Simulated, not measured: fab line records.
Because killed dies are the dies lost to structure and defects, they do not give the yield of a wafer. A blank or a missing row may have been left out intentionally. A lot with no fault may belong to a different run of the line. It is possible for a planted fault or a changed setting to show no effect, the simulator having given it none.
Chamber matching ; flow sky130 ; SKY_PAD_OPEN_ETCH_07 on rie-diel-04 has 4 sister chambers
The step etches the open film in CF4/O2, stops on AlCu, target depth 725 nm, time 161.1 s. 4 wafers are shown with their chamber, then 8 later ones without.

## WAFERS, EACH WITH ITS CHAMBER
wafer;chamber;drypump-motor-current-A (A)
L085.2;1;5.7
L088.2;2;5.2
L088.4;0;6.0
L095.2;3;6.1

## WAFERS WITHOUT THEIR CHAMBER
wafer;drypump-motor-current-A (A)
L095.4;5.2
L095.5;5.2
L096.4;5.2
L096.5;5.8
L096.6;6.0
L097.1;6.1
L097.5;6.1
L097.6;5.2

## THE CHAMBER EACH PASSED THROUGH
wafer;from the rows above;in truth
L095.4;2;2
L095.5;2;2
L096.4;2;2
L096.5;1;1
L096.6;0;0
L097.1;3;3
L097.5;3;3
L097.6;2;2
Correctly placed: 8 of 8. Not placeable from these rows: 0. 0 placed wrongly.
How it was worked out, from the rows above alone: a wafer's distance from a chamber is the root of the sum, over the readings, of the square of ((its reading less the chamber's mean) divided by the reading's scatter). If the next closest chamber is less than 2 further off than the closest, the wafer can't be placed; otherwise it belongs to the closest. Each chamber's mean is taken over the wafers shown for it. The scatter (one wafer shown for each chamber): square how far every hidden wafer sits from the nearest shown wafer, average those squares and take the square root.
